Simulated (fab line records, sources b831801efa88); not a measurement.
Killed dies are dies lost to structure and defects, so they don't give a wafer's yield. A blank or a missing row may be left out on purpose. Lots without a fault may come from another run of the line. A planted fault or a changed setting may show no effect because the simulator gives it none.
A struck lot beside a sound one | flow sky130 | 16 steps out of a route of 708
Sound: wafers L985.1, L985.4, L985.5. Struck: wafers L989.3, L989.5. The cause comes at the end.
At each step with rows: each side's tool, then ch and its chambers, then its first start. Under that, the readings that differ: sound wafers | struck wafers | difference of the means | sigmas: that difference in standard deviations of wafers without a fault.
alike: readings whose means differ by less than 2 such deviations, and words and numbers that are the same on both sides. not compared: withheld readings, readings that some wafer has no value for, bounds like >300 that may hide the same value, and numbers for which the record gives no deviation and whose values overlap.
The two part at a step that has a row with sigmas, a row that says differs or no value, or rows on one side only. Numbers that don't overlap but have no deviation are shown without sigmas and don't part them. A reading that every wafer of one side lacks parts them only if that side has two wafers or more.

SKY_SD_N_OVL_MEAS_08:
  sound on overlay-02, day 34 00:05; struck on overlay-01, day 34 23:02
  alike: SD_N_OVL
then, 2 steps without rows for these wafers: SKY_SD_N_IMPLANT_09; SKY_SD_N_IMPLANT_10.
SKY_SD_N_STRIP_11: strips in O2/N2.
  sound on plasma_asher-03 ch 0, day 34 00:25; struck on plasma_asher-02 ch 0,1, day 34 23:24
  alike: drypump_motor_current_A, oes_product_au, strip_time_to_endpoint_s
  not compared: rf_hours_counter_h
SKY_SD_N_TW_MEAS_12:
  sound on film_metro-03, day 34 00:31; struck on film_metro-03, day 34 23:29
  alike: SD_N_TW
then, 1 step without rows for these wafers: SKY_SD_N_CLEAN_13 (cleans in SC1/SC2, time 150 s).
SKY_SD_N_RTA_14: time 2 s.
  sound on rtp_anneal-02 ch 0, day 34 00:41; struck on rtp_anneal-02 ch 0, day 34 23:39
  alike: anneal_temp_c_max, lamp_power_pct, wafer_temp_C_max
SKY_SD_N_RS_MEAS_16: measures by four-point-probe.
  sound on film_metro-01, day 34 00:51; struck on film_metro-03, day 34 23:51
  alike: SD_N_RS
SKY_SD_N_RS_MEAS_17: measures by four-point-probe.
  sound on film_metro-01, day 34 00:58; struck on film_metro-03, day 34 23:58
  alike: SD_P_RS
SKY_SD_N_RS_MEAS_18: measures by four-point-probe.
  sound on film_metro-01, day 34 01:05; struck on film_metro-03, day 35 00:05
  alike: RES_XHIGH_RS
then, 1 step without rows for these wafers: SKY_SALICIDE_CLEAN_00 (cleans in HF-last, time 30 s).
SKY_LI_CONTACT_HDPCVD_00: deposits PSG, target thk 930 nm, time 155 s.
  sound on hdpcvd-01 ch 1,2, day 34 01:14; struck on hdpcvd-02 ch 2, day 35 00:11
  reading                                       | sound             | struck      | difference | sigmas
  run_length_s (s)                              | 182.5 181.5 183.2 | 214.1 213.8 | +31.5      | +45
  model.PSG_of_LI_CONTACT_HDPCVD_00.thk_nm (nm) | 929.1 925.7 902.8 | 1119 1125   | +203       |
  alike: susceptor_temp_C
SKY_LI_CONTACT_THK_MEAS_01:
  sound on film_metro-04, day 34 01:20; struck on film_metro-01, day 35 00:19
  reading                    | sound       | struck    | difference | sigmas
  LI_CONTACT_HDPCVD_THK (nm) | 929 925 903 | 1119 1126 | +204       | +20
SKY_LI_CONTACT_CMP_02: polishes PSG.
  sound on cmp-01 ch 1,2,3, day 34 01:26; struck on cmp-01 ch 1,2, day 35 00:24
  reading                | sound    | struck | difference | sigmas
  time_to_endpoint_s (s) | 29 32 26 | 46 46  | +17        | +5
  alike: motor_current_A, slurry_filter_dp_kPa
SKY_LI_CONTACT_BOW_MEAS_03:
  sound on film_metro-04, day 34 01:41; struck on film_metro-03, day 35 00:41
  alike: LI_CONTACT_BOW
-- the record jumps here: 16 days lie between the struck wafers' starts before and after (it left off in module LI_CONTACT and takes up again in module PAD_OPEN, whose first step shown is number 708 of the route) --
SKY_PAD_OPEN_PROBE_99:
  sound on prober-01, day 50 01:50; struck on prober-01, day 50 18:17
  alike: killed_at_M0_to_M3, killed_at_M4_up, killed_at_contacts, killed_at_front_end, killed_at_other, killed_dies, killed_open, killed_short

WHERE THEY PART
First at SKY_LI_CONTACT_HDPCVD_00; last, within this record, at SKY_LI_CONTACT_CMP_02. Later steps at which nothing parts them and some readings are alike: SKY_LI_CONTACT_BOW_MEAS_03, SKY_PAD_OPEN_PROBE_99.

WHY: what the simulator had put in
Process parameter drift: hdpcvd-02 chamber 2, from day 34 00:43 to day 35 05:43, at SKY_LI_CONTACT_HDPCVD_00. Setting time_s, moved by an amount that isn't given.
